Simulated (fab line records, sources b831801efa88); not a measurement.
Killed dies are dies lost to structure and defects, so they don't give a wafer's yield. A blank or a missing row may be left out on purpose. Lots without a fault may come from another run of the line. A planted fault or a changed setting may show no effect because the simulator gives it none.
fab line records | flow sky130
record lots=5 wafers=15 last_day=51
route steps=708 shown SONOS_ONO@182 GATE_OXIDE@187 PAD_OPEN@708
lots that met no fault: from a run of the same line without faults
start_h: hours from the record's first day to the start of the lot's first wafer shown | wait_h: hours since the lot's step before | " the same as in the row above | L1.1+2: a row that stands for several wafers | - no value, or no start given | * or withheld: withheld | < > ~ a bound
route shown NAME@n: a module of which the file shows steps, and the number in the route of the first | usual: mean/standard deviation of fault-free wafers | same: alike in all rows | chamber/n: place in a boat | sites: the reading at each site | _std_site: their standard deviation | _edge_site: outer sites' mean less inner sites' | radius_mm: how far each site lies from the wafer's centre | mask NAME#n: copy n | behind: the tool/chamber that last shaped the wafer | hold: why the lot was held/for how many hours/how that ended | device: the transistor (n, p or np) that didn't switch | end of line: the same wafers' tests at the end of the route | a step without rows: its recipe alone | killed: dies lost to structure and defects at the first sort, not the wafer's yield | map: a wafer's dies, x killed, . not, _ none there
set.NAME: the setting as run; set.NAME@STEP: as run at that earlier step | model.NAME: the simulator's own value behind a step, which no gauge read
lots at some steps of the route; a table a step, a row a wafer
services: from which hour (start_h, from the record's first day; less than 0 if before it) a tool's chamber was out of use, for how many hours, and why
## steps
# step SKY_SONOS_ONO_OVL_MEAS_14
# usual SONOS_ONO_OVL=0.2/1.2
# columns lot.wafer tool chamber start_h wait_h SONOS_ONO_OVL[nm]
L584.1 overlay-01 - 333.23 0.1 -1.5
L584.2 " - " " -0.4
L584.3 " - " " -0.9
L590.2 overlay-02 - 374.42 0.1 -0.3
L590.5 " - " " -0.2
L590.6 " - " " 1.0
L591.2 overlay-01 - 390.93 0.1 0.6
L591.5 " - " " 1.6
L591.6 " - " " 1.8
L602.1 overlay-01 - 475.61 0.1 -0.2
L602.3 " - " " -0.3
L602.6 " - " " 0.5
L603.1 overlay-02 - 485.66 0.1 -1.3
L603.3 " - " " -0.8
L603.4 " - " " -1.4
# step SKY_SONOS_ONO_ETCH_15
# recipe target_depth_nm=19.52 chemistry=CHF3/O2 source_w=600 bias_w=200 pressure_mtorr=40 chf3_flow_sccm=50 O2_flow_sccm=5 time_s=7.8
# usual drypump_motor_current_A=5.7/0.46 oes_product_au=0.998/0.011 throttle_valve_pct=8.825/0.0091
# columns lot.wafer tool chamber start_h wait_h drypump_motor_current_A oes_product_au rf_hours_counter_h throttle_valve_pct
L584.1 rie_diel-01 2 333.26 0.0 5.5 1.001 31 8.831
L584.2 " 1 " " 4.9 0.995 1 8.825
L584.3 " 3 " " 5.9 1.008 10 8.812
L590.2 rie_diel-01 1 374.45 0.0 4.9 0.989 2 8.822
L590.5 " 2 " " 5.4 0.976 - 8.819
L590.6 " 1 " " 4.9 0.986 - 8.821
L591.2 rie_diel-04 1 390.96 0.0 5.8 0.994 12 8.821
L591.5 " 3 " " 6.1 0.996 - 8.820
L591.6 " 0 " " 5.3 1.008 - 8.827
L602.1 rie_diel-03 2 475.65 0.0 5.4 0.980 6 8.828
L602.3 " 3 " " 5.3 0.998 82 8.848
L602.6 " 1 " " 5.9 1.020 - 8.838
L603.1 rie_diel-01 3 485.70 0.0 5.9 1.004 13 8.814
L603.3 " 2 " " 5.5 1.000 34 8.827
L603.4 " 1 " " 4.9 0.998 4 8.824
# step SKY_SONOS_ONO_WET_ETCH_16
# recipe chemistry=dHF target_depth_nm=14 dry=n2_spin target=SiO2 dilution=100:1 temp_c=25 time_s=280
# step SKY_SONOS_ONO_STRIP_17
# recipe chemistry=O2/N2 power_w=1400 pressure_mtorr=1500 platen_temp_c=withheld o2_flow_sccm=3000 n2_flow_sccm=300 overash_fraction=0.5
# usual drypump_motor_current_A=5.76/0.26 oes_product_au=0.710/0.0049 strip_time_to_endpoint_s=14.10/0.038
# columns lot.wafer tool chamber start_h wait_h drypump_motor_current_A oes_product_au rf_hours_counter_h strip_time_to_endpoint_s
L584.1 plasma_asher-04 0 333.37 0.0 6.01 0.715 22 14.07
L584.2 " 1 " " 5.76 0.708 22 14.10
L584.3 " 0 " " 6.04 0.714 - 14.08
L590.2 plasma_asher-04 1 374.55 0.0 5.78 0.711 26 14.10
L590.5 " 0 " " 6.01 0.715 - 14.12
L590.6 " 1 " " 5.79 0.713 - 14.12
L591.2 plasma_asher-04 1 391.07 0.0 5.76 0.716 28 14.10
L591.5 " 0 " " 6.06 0.712 - 14.12
L591.6 " 1 " " 5.76 0.709 - 14.09
L602.1 plasma_asher-02 0 475.76 0.0 5.97 0.707 67 14.18
L602.3 " 1 " " 5.69 0.722 - 14.13
L602.6 " 1 " " 5.69 0.715 - 14.09
L603.1 plasma_asher-03 1 485.81 0.0 5.22 0.705 5 14.13
L603.3 " 0 " " 5.82 0.708 - 14.12
L603.4 " 1 " " 5.20 0.714 - 14.12
# step SKY_SONOS_ONO_WET_ETCH_18
# recipe chemistry=H3PO4 target_depth_nm=15 target=Si3N4 temp_c=160 time_s=172
# step SKY_GATE_OXIDE_CLEAN_00
# recipe chemistry=SC1/SC2 mix=1:4:20 temp_c=70 time_s=150 dry=n2_spin
# step SKY_GATE_OXIDE_OXIDATION_01
# recipe temp_c=900 ambient=O2 stabilise_s=600 purge_s=300 target_thk_a=102.68 ox_time_s=1473
# step SKY_GATE_OXIDE_THK_MEAS_02
# recipe reads=SiO2_of_GATE_OXIDE_OXIDATION_01
# usual GATE_OXIDE_OXIDATION_00_THK=10.25/0.21
# columns lot.wafer tool chamber start_h wait_h GATE_OXIDE_OXIDATION_00_THK[nm]
L584.1 film_metro-03 - 334.99 0.0 10.35
L584.2 " - " " 10.48
L584.3 " - " " 10.52
L590.2 film_metro-02 - 379.15 0.0 10.56
L590.5 " - " " 10.68
L590.6 " - " " 10.44
L591.2 film_metro-03 - 392.72 0.0 10.31
L591.5 " - " " 10.18
L591.6 " - " " 10.21
L602.1 film_metro-03 - 477.38 0.0 10.37
L602.3 " - " " 10.58
L602.6 " - " " 10.29
L603.1 film_metro-01 - 487.67 0.0 10.33
L603.3 " - " " 10.46
L603.4 " - " " 10.38
# step SKY_GATE_OXIDE_DEHYDRATE_03
# recipe temp_c=200 time_s=60
# step SKY_GATE_OXIDE_HMDS_04
# recipe prime_time_s=60 prime_temp_c=120
# step SKY_GATE_OXIDE_COAT_05
# recipe resist=NOVOLAK spin_rpm=3000 resist_thk_nm=1140
# step SKY_GATE_OXIDE_SOFTBAKE_06
# recipe temp_c=90 time_s=60 resist=NOVOLAK
# step SKY_GATE_OXIDE_EXPOSE_07
# recipe mask_id=LVOM na=0.6 source_shape=conventional sigma_outer=0.6 polarization=unpolarized target_cd_nm=600 dose_mj=170
# columns lot.wafer tool chamber start_h wait_h mask
L584.1+2+3 iline_stepper-01 0 349.19 - LVOM#0
L590.2+5+6 iline_stepper-02 0 393.88 - TUNM#0
L591.2+5+6 iline_stepper-02 0 407.99 - LVOM#0
L602.1+3+6 iline_stepper-01 0 492.67 - LVOM#0
L603.1+3+4 iline_stepper-01 0 503.54 - LVOM#0
# step SKY_GATE_OXIDE_PEB_08
# recipe temp_c=withheld time_s=* resist=NOVOLAK
# step SKY_GATE_OXIDE_DEVELOP_09
# recipe resist=NOVOLAK developer=TMAH develop_time_s=60 dev_temp_c=23
# step SKY_GATE_OXIDE_OVL_MEAS_10
# usual GATE_OXIDE_OVL=0.6/1.1
# columns lot.wafer tool chamber start_h wait_h GATE_OXIDE_OVL[nm]
L584.1 overlay-02 - 363.27 0.1 -0.7
L584.2 " - " " 1.5
L584.3 " - " " 1.3
L590.2 overlay-01 - 409.25 0.1 -
L590.5 " - " " -
L590.6 " - " " -
L591.2 overlay-02 - 423.30 0.1 -0.3
L591.5 " - " " 0.4
L591.6 " - " " -0.2
L602.1 overlay-02 - 507.94 0.1 2.2
L602.3 " - " " 2.0
L602.6 " - " " 2.1
L603.1 overlay-02 - 519.04 0.1 -0.6
L603.3 " - " " 0.0
L603.4 " - " " 1.3
# step SKY_GATE_OXIDE_IMPLANT_11
# recipe species=B energy_kev=10 dose_cm2=2.6e+12 tilt_deg=withheld
# step SKY_GATE_OXIDE_WET_ETCH_12
# recipe chemistry=dHF target_depth_nm=16.8 dry=n2_spin target=SiO2 dilution=100:1 temp_c=25 time_s=336
# step SKY_GATE_OXIDE_STRIP_13
# recipe chemistry=O2/N2 power_w=1400 pressure_mtorr=1500 platen_temp_c=withheld o2_flow_sccm=3000 n2_flow_sccm=300 overash_fraction=0.5
# usual drypump_motor_current_A=5.66/0.24 oes_product_au=0.716/0.0043 strip_time_to_endpoint_s=14.18/0.034
# columns lot.wafer tool chamber start_h wait_h drypump_motor_current_A oes_product_au rf_hours_counter_h strip_time_to_endpoint_s
L584.1 plasma_asher-01 1 363.55 0.0 5.76 0.717 68 14.17
L584.2 " 0 " " 5.58 0.717 68 14.21
L584.3 " 1 " " 5.75 0.717 - 14.21
L590.2 plasma_asher-03 0 409.53 0.0 5.81 0.711 62 14.16
L590.5 " 0 " " 5.81 0.725 - 14.09
L590.6 " 1 " " 5.18 0.704 - 14.14
L591.2 plasma_asher-01 0 423.73 0.0 5.58 0.716 75 14.19
L591.5 " 0 " " 5.57 0.710 - 14.25
L591.6 " 1 " " 5.69 0.710 - 14.22
L602.1 plasma_asher-01 0 508.23 0.0 5.56 0.717 84 14.19
L602.3 " 0 " " 5.55 0.720 - 14.11
L602.6 " 0 " " 5.58 0.713 - 14.16
L603.1 plasma_asher-03 0 519.49 0.0 5.83 0.721 10 14.16
L603.3 " 1 " " 5.24 0.716 - 14.18
L603.4 " 0 " " 5.82 0.715 - 14.19
# step SKY_GATE_OXIDE_TW_MEAS_14
# usual GATE_OXIDE_TW=223.6/2.6
# columns lot.wafer tool chamber start_h wait_h GATE_OXIDE_TW
L584.1 film_metro-01 - 363.65 0.1 222.6
L584.2 " - " " 221.8
L584.3 " - " " 220.7
L590.2 film_metro-03 - 409.64 0.1 29.8
L590.5 " - " " 29.7
L590.6 " - " " 29.8
L591.2 film_metro-03 - 423.84 0.1 223.5
L591.5 " - " " 222.4
L591.6 " - " " 223.4
L602.1 film_metro-01 - 508.33 0.1 223.0
L602.3 " - " " 222.2
L602.6 " - " " 223.1
L603.1 film_metro-03 - 519.59 0.1 221.2
L603.3 " - " " 221.2
L603.4 " - " " 220.9
# step SKY_GATE_OXIDE_CLEAN_15
# recipe chemistry=SC1/SC2 mix=1:4:20 temp_c=70 time_s=150 dry=n2_spin
# step SKY_PAD_OPEN_PROBE_99
# usual killed_at_M0_to_M3=43/6.8 killed_at_M4_up=3.3/1.9 killed_at_contacts=24/5.3 killed_at_front_end=14/4.3 killed_at_other=0.3/0.62 killed_dies=85/9.8 killed_on_rim=17/3.9 killed_open=46/8 killed_short=39/5.9
# same gross_dies=492 killed_at_back_side=0
# columns lot.wafer tool chamber start_h wait_h killed_at_M0_to_M3 killed_at_M4_up killed_at_contacts killed_at_front_end killed_at_other killed_dies killed_on_rim killed_open killed_short
L584.1 prober-01 - 1134.21 0.1 36 3 22 6 0 67 8 40 27
L584.2 prober-01 - 1134.26 0.1 42 1 21 6 0 70 14 35 35
L584.3 prober-01 - 1134.31 0.2 42 5 30 12 0 89 13 50 39
L590.2 prober-01 - 1162.31 0.1 48 3 24 417 0 492 96 40 49
L590.5 prober-01 - 1162.46 0.2 50 3 19 420 0 492 96 38 48
L590.6 prober-01 - 1162.51 0.2 43 2 24 423 0 492 96 42 44
L591.2 prober-02 - 1172.60 0.1 35 4 13 15 0 67 10 39 28
L591.5 prober-02 - 1172.75 0.2 46 1 24 15 2 88 17 42 46
L591.6 prober-02 - 1172.80 0.2 30 4 25 13 0 72 11 38 34
L602.1 prober-01 - 1220.17 0.1 34 4 20 19 0 77 14 38 39
L602.3 prober-01 - 1220.27 0.2 38 3 17 9 0 67 18 36 31
L602.6 prober-01 - 1220.42 0.2 40 4 16 11 0 71 16 36 35
L603.1 prober-02 - 1226.27 0.1 37 0 28 19 0 84 11 53 31
L603.3 prober-02 - 1226.37 0.2 52 1 16 13 0 82 15 40 42
L603.4 prober-02 - 1226.42 0.2 37 1 30 16 0 84 17 42 42
# killed by level:class
L584.1 VIA1:geometric_particle:open=13 LI_CONTACT:geometric_particle:open=9 CONTACT:geometric_particle:open=5 VIA3:geometric_particle:short=5 CONTACT:geometric_particle:short=4 METAL1:geometric_particle:short=4 VIA2:geometric_particle:open=4 VIA2:geometric_particle:short=3
L584.2 VIA1:geometric_particle:open=13 METAL1:geometric_particle:short=7 CONTACT:geometric_particle:open=7 METAL2:geometric_particle:short=6 VIA1:geometric_particle:short=5 VIA2:geometric_particle:open=5 CONTACT:geometric_particle:short=4 LI_CONTACT:geometric_particle:short=3
L584.3 VIA1:geometric_particle:open=11 LI_CONTACT:geometric_particle:open=10 VIA3:geometric_particle:open=8 CONTACT:geometric_particle:short=7 LOCAL_INTERCONNECT:geometric_particle:short=5 METAL2:geometric_particle:short=5 LI_CONTACT:geometric_particle:short=4 POLY_GATE:geometric_particle:short=4
L590.2 GATE_OXIDE:area_expose=403 VIA1:geometric_particle:open=9 METAL2:geometric_particle:short=9 LOCAL_INTERCONNECT:geometric_particle:short=7 CONTACT:geometric_particle:open=7 POLY_GATE:geometric_particle:open=6 METAL1:geometric_particle:short=6 POLY_GATE:geometric_particle:short=5
L590.5 GATE_OXIDE:area_expose=406 VIA1:geometric_particle:open=11 METAL2:geometric_particle:short=11 CONTACT:geometric_particle:open=7 VIA1:geometric_particle:short=7 VIA2:geometric_particle:short=6 VIA3:geometric_particle:open=4 LI_CONTACT:geometric_particle:open=4
L590.6 GATE_OXIDE:area_expose=406 VIA1:geometric_particle:open=15 CONTACT:geometric_particle:open=8 FIELD_ISO:geometric_particle:short=6 LOCAL_INTERCONNECT:geometric_particle:short=5 VIA1:geometric_particle:short=5 VIA3:geometric_particle:short=5 POLY_GATE:geometric_particle:short=4
L591.2 VIA1:geometric_particle:open=12 CONTACT:geometric_particle:open=5 VIA1:geometric_particle:short=5 VIA2:geometric_particle:open=5 POLY_GATE:geometric_particle:open=4 FIELD_ISO:geometric_particle:short=3 FIELD_ISO:geometric_particle:open=3 METAL2:geometric_particle:short=3
L591.5 CONTACT:geometric_particle:open=9 VIA3:geometric_particle:open=7 VIA2:geometric_particle:open=7 VIA1:geometric_particle:open=7 CONTACT:geometric_particle:short=7 VIA1:geometric_particle:short=7 METAL1:geometric_particle:short=6 VIA3:geometric_particle:short=6
L591.6 CONTACT:geometric_particle:open=8 LOCAL_INTERCONNECT:geometric_particle:short=7 LI_CONTACT:geometric_particle:open=5 VIA1:geometric_particle:open=5 VIA2:geometric_particle:short=5 VIA2:geometric_particle:open=5 POLY_GATE:geometric_particle:open=4 VIA3:geometric_particle:open=4
L602.1 CONTACT:geometric_particle:open=9 VIA1:geometric_particle:open=8 POLY_GATE:geometric_particle:short=7 METAL1:geometric_particle:short=7 LI_CONTACT:geometric_particle:open=4 POLY_GATE:geometric_particle:open=4 SPACER:geometric_particle:short=4 VIA3:geometric_particle:open=3
L602.3 VIA1:geometric_particle:open=9 METAL1:geometric_particle:short=6 LOCAL_INTERCONNECT:geometric_particle:short=5 CONTACT:geometric_particle:open=5 POLY_GATE:geometric_particle:open=4 LI_CONTACT:geometric_particle:open=4 VIA2:geometric_particle:open=4 METAL2:geometric_particle:short=4
L602.6 VIA1:geometric_particle:open=9 CONTACT:geometric_particle:open=7 METAL1:geometric_particle:short=7 FIELD_ISO:geometric_particle:short=6 VIA3:geometric_particle:open=6 VIA2:geometric_particle:open=5 CONTACT:geometric_particle:short=4 METAL2:geometric_particle:short=4
L603.1 LI_CONTACT:geometric_particle:open=9 VIA1:geometric_particle:open=8 FIELD_ISO:geometric_particle:open=7 CONTACT:geometric_particle:open=7 VIA2:geometric_particle:open=7 CONTACT:geometric_particle:short=5 METAL1:geometric_particle:short=4 VIA3:geometric_particle:open=4
L603.3 VIA1:geometric_particle:open=11 VIA2:geometric_particle:open=7 FIELD_ISO:geometric_particle:short=6 METAL2:geometric_particle:short=6 VIA1:geometric_particle:short=6 CONTACT:geometric_particle:open=5 METAL1:geometric_particle:short=5 VIA3:geometric_particle:open=5
L603.4 LOCAL_INTERCONNECT:geometric_particle:short=13 VIA1:geometric_particle:open=9 METAL1:geometric_particle:short=8 CONTACT:geometric_particle:open=7 VIA3:geometric_particle:open=7 LI_CONTACT:geometric_particle:open=6 FIELD_ISO:geometric_particle:short=5 CONTACT:geometric_particle:short=4
# map L590.2 (x killed, . not)
__________xxxxxxxxxx_________
________xxxxxxxxxxxxxx_______
______xxxxxxxxxxxxxxxxxx_____
_____xxxxxxxxxxxxxxxxxxxx____
____xxxxxxxxxxxxxxxxxxxxxx___
___xxxxxxxxxxxxxxxxxxxxxxxx__
__xxxxxxxxxxxxxxxxxxxxxxxxxx_
_xxxxxxxxxxxxxxxxxxxxxxxxxxxx
_xxxxxxxxxxxxxxxxxxxxxxxxxxxx
_xxxxxxxxxxxxxxxxxxxxxxxxxxxx
_xxxxxxxxxxxxxxxxxxxxxxxxxxxx
_xxxxxxxxxxxxxxxxxxxxxxxxxxxx
_xxxxxxxxxxxxxxxxxxxxxxxxxxxx
_xxxxxxxxxxxxxxxxxxxxxxxxxxxx
_xxxxxxxxxxxxxxxxxxxxxxxxxxxx
__xxxxxxxxxxxxxxxxxxxxxxxxxx_
___xxxxxxxxxxxxxxxxxxxxxxxx__
____xxxxxxxxxxxxxxxxxxxxxx___
_____xxxxxxxxxxxxxxxxxxxx____
______xxxxxxxxxxxxxxxxxx_____
________xxxxxxxxxxxxxx_______
__________xxxxxxxxxx_________
# map L591.5 (x killed, . not)
__________.....xx..x_________
________...........x.._______
______....x............._____
_____.xxx...x.xx..xx...x.____
____......................___
___..x.x..x....x...........__
__..xx.x........x.x.....x.x._
_...x.....x........x..x......
_...........xx.x.........x...
_.........xxx................
_.........x...x..x....x......
_..............xx........xx..
_x...................xx.x....
_..x.................xx......
_.....x..x...x...x...x...xx..
__..........x...xx..x......._
___.x...x.x....xx..x...x.x.__
____xxx.....x.....x...x.x.___
_____.xx..........x...x..____
______.........xx....x.._____
________.....x....x..._______
__________x...x....._________
## services
# columns tool chamber start_h hours kind
rie_diel-01 3 313.95 11.1 repair
rie_diel-04 - 331.21 0.3 repair
rie_diel-03 1 333.98 17.4 repair
iline_stepper-01 - 334.18 10.3 repair
iline_stepper-02 - 334.81 7.8 repair
rie_diel-01 0 344.07 29.6 repair
rie_diel-01 2 347.04 1.4 repair
rie_diel-04 2 362.85 2.1 repair
rie_diel-04 2 375.04 15.4 repair
plasma_asher-03 - 376.78 28.1 pm
rie_diel-04 3 378.42 9.7 repair
iline_stepper-02 - 391.87 0.6 repair
iline_stepper-01 - 395.69 1.7 pm
rie_diel-01 - 414.49 2.8 pm
iline_stepper-01 - 415.21 0.9 repair
plasma_asher-03 - 421.25 9.0 pm
plasma_asher-03 - 421.75 1.0 repair
rie_diel-01 0 428.92 8.3 repair
rie_diel-01 - 432.68 28.1 pm
iline_stepper-02 - 451.02 2.1 pm
plasma_asher-01 - 455.59 2.0 repair
plasma_asher-04 - 483.65 28.1 pm
rie_diel-01 2 485.97 10.5 repair
rie_diel-01 0 500.67 35.2 repair
## key
first_sign step=SKY_GATE_OXIDE_EXPOSE_07 reading=mask direction=changed
effect step=SKY_GATE_OXIDE_OVL_MEAS_10 reading=GATE_OXIDE_OVL direction=missing
effect step=SKY_GATE_OXIDE_TW_MEAS_14 reading=GATE_OXIDE_TW direction=down sigmas=74 usual=223.6 struck=29.8
effect step=SKY_PAD_OPEN_PROBE_99 reading=killed_at_front_end direction=up sigmas=94 usual=14 struck=420
more_kills_born_at SKY_GATE_OXIDE_EXPOSE_07@iline_stepper-02=1215
met_at SKY_GATE_OXIDE_EXPOSE_07
struck_wafers L590.2,L590.5,L590.6
later_rows_left_out L590.2,L590.5,L590.6
tester_left_out L590
fault kind=wrong_mask tool=any chamber=- onset_h=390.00 steps=SKY_GATE_OXIDE_EXPOSE_07 aux_copy=TUNM#0 scope=struck_lots_only
# tester_left_out: of these lots the tester's yield and bins aren't shown, on N5 and GAA mostly nor the transistor test; their killed dies are dies lost to structure and defects alone, not to doping, threshold or leakage, so they don't give the yield
# later_rows_left_out: the simulator's readings of these wafers behind a module that went badly wrong aren't trusted and aren't shown, but for the sort
